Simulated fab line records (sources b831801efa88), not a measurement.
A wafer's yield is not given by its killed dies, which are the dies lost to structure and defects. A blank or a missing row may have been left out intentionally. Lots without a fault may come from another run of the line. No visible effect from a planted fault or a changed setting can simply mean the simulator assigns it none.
Lot-split experiment | flow sfq line | route with 325 steps; 5 lots, 23 wafers read

ABOUT THE SPLIT
At SFQ_TRILAYER_M7_LITHO_COAT_177 (resist thk 600 nm), the setting spin rpm was moved away from the recipe's 3000 rpm on 9 of the 23 wafers read, by -3.5% to +5.1%. For the rest of the wafers, this setting stayed at what the recipe calls for.

Reading taken at the split's own step.

THE READING
KrF_of_TRILAYER_M7_LITHO_COAT_177.thk nm (the simulator's own value, which no gauge read), in nm, at SFQ_TRILAYER_M7_LITHO_COAT_177 (resist thk 600 nm). There is no usual value for it anywhere in the file. Here, 14 wafers ran the recipe; their average is 599.0 nm with a standard deviation of 1.7 nm.

wafer  | tool, chamber at the split | spin rpm as run, rpm | against the recipe | KrF_of_TRILAYER_M7_LITHO_COAT_177.thk nm, nm | against lot-mates on the recipe
L080.2 | litho track-04, 0          | 3000                 | recipe             | 599.1                                        | -
L080.3 | litho track-04, 0          | 2895                 | -3.5%              | 612.2                                        | +12.4
L080.4 | litho track-04, 0          | 3000                 | recipe             | 600.6                                        | -
L080.5 | litho track-04, 0          | 2895                 | -3.5%              | 610.4                                        | +10.5
L080.6 | litho track-04, 0          | 2895                 | -3.5%              | 611.3                                        | +11.4
L081.1 | litho track-01, 0          | 3000                 | recipe             | 596                                          | -
L081.3 | litho track-01, 0          | 3000                 | recipe             | 596                                          | -
L081.2 | litho track-01, 0          | 3000                 | recipe             | 598.6                                        | -
L082.1 | litho track-03, 0          | 3000                 | recipe             | 600.7                                        | -
L082.2 | litho track-03, 0          | 2932                 | -2.3%              | 609.4                                        | +8.2
L082.3 | litho track-03, 0          | 3000                 | recipe             | 602.3                                        | -
L082.4 | litho track-03, 0          | 3000                 | recipe             | 600.5                                        | -
L082.5 | litho track-03, 0          | 2932                 | -2.3%              | 610.6                                        | +9.4
L084.1 | litho track-01, 0          | 3000                 | recipe             | 598.7                                        | -
L084.2 | litho track-01, 0          | 3000                 | recipe             | 598.7                                        | -
L084.4 | litho track-01, 0          | 3152                 | +5.1%              | 584.8                                        | -13.7
L084.5 | litho track-01, 0          | 3000                 | recipe             | 598                                          | -
L084.6 | litho track-01, 0          | 3152                 | +5.1%              | 583.5                                        | -15.0
L085.1 | litho track-01, 0          | 3136                 | +4.5%              | 586.8                                        | -12.1
L085.2 | litho track-01, 0          | 3000                 | recipe             | 598.3                                        | -
L085.3 | litho track-01, 0          | 3000                 | recipe             | 599                                          | -
L085.5 | litho track-01, 0          | 3136                 | +4.5%              | 586.3                                        | -12.6
L085.6 | litho track-01, 0          | 3000                 | recipe             | 599.5                                        | -

FIT RESULTS
A straight line over all 23 wafers: KrF_of_TRILAYER_M7_LITHO_COAT_177.thk nm changes by -3.19 nm for each +1% of spin rpm; r = -0.98; the points scatter about the line by 1.9 nm.
The same after taking each lot's own level away (the mean of its wafers on the recipe; 23 wafers): -3.01 nm for each +1%; r = -0.99; scatter 1 nm.
According to that fit, moving spin rpm by its largest amount changes the reading by 15 nm.
The span of the lots' own levels, 596.87 to 601.17 nm, comes to 2.6 times the standard deviation stated above.
The two slopes are in agreement: the lot-to-lot level therefore moves the slope only a little.
Check: for one of the wafers moved furthest among these (+5.1%), held out of the fit, the line's prediction against its lot-mates is -15.1 nm. It came out at -13.7 nm against them.

OTHER SPLITS ON THESE WAFERS
These wafers also went through other splits before the reading. Each is held against what the fit with the lots' levels taken away leaves over:
other split on the same wafers                    | wafers away from the commonest value | r with KrF_of_TRILAYER_M7_LITHO_COAT_177.thk nm (lot level and that fit taken away)
SFQ_TRILAYER_C5_LITHO_COAT_151 spin rpm           | 8                                    | -0.16
SFQ_TRILAYER_M6_LITHO_COAT_159 resist thk nm      | 9                                    | +0.21
SFQ_TRILAYER_M6_BARC_OPEN_METAL_ETCH_206 icp w    | 7                                    | +0.29
SFQ_TRILAYER_I6_CMP_CMP_166 leave above ref nm    | 7                                    | -0.19
SFQ_TRILAYER_I6_VIA_LITHO_EXPOSE_170 dose mj      | 4                                    | -0.08
SFQ_TRILAYER_I6_VIA_BARC_OPEN_VIA_ETCH_235 time s | 8                                    | +0.02

FILE'S OWN FIT
KrF_of_TRILAYER_M7_LITHO_COAT_177.thk nm changes by -2.97 nm for each +1% of spin rpm, r = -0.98.
